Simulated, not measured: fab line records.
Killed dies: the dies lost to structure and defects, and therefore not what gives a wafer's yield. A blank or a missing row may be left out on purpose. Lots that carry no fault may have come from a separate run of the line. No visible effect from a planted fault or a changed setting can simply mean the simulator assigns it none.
Chamber matching + flow sky130 + SKY_FIELD_ISO_CMP_27 on cmp-01: 4 sister chambers
The step polishes, stops on Si3N4, t overpolish 16 s, target thk 457.8 nm. 4 wafers are shown with their chamber, then 7 later ones without.

## EACH WAFER AND ITS CHAMBER
| wafer  | chamber | motorCurrentA (A) |
|--------|---------|-------------------|
| L777.5 | 1       | 12.3              |
| L778.4 | 0       | 13.0              |
| L791.1 | 2       | 10.4              |
| L791.3 | 3       | 12.1              |

## WAFERS WHOSE CHAMBER IS MISSING
| wafer  | motorCurrentA (A) |
|--------|-------------------|
| L791.6 | 12.1              |
| L793.1 | 12.8              |
| L793.3 | 11.6              |
| L793.4 | 11.9              |
| L794.2 | 12.0              |
| L794.3 | 10.5              |
| L794.4 | 12.9              |

## CHAMBER TAKEN BY EACH
| wafer  | from the rows above     | in truth |
|--------|-------------------------|----------|
| L791.6 | can't be placed: 3 or 1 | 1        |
| L793.1 | can't be placed: 0 or 1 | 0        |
| L793.3 | can't be placed: 3 or 1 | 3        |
| L793.4 | can't be placed: 3 or 1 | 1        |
| L794.2 | can't be placed: 3 or 1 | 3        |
| L794.3 | 2                       | 2        |
| L794.4 | 0                       | 0        |
2 of 7 placed correctly. Can't be placed from these rows: 5 (the true chamber is among the candidates in 5). Placed wrongly: 0.
How it was worked out, from the rows above alone: a wafer's distance from a chamber is the root of the sum, over the readings, of the square of ((its reading less the chamber's mean) divided by the reading's scatter). If the next closest chamber is less than 2 further off than the closest, the wafer can't be placed; otherwise it belongs to the closest. A chamber's mean is the mean of its shown wafers. The scatter: root of mean squared gap, hidden wafer to nearest shown wafer, with one shown wafer a chamber.
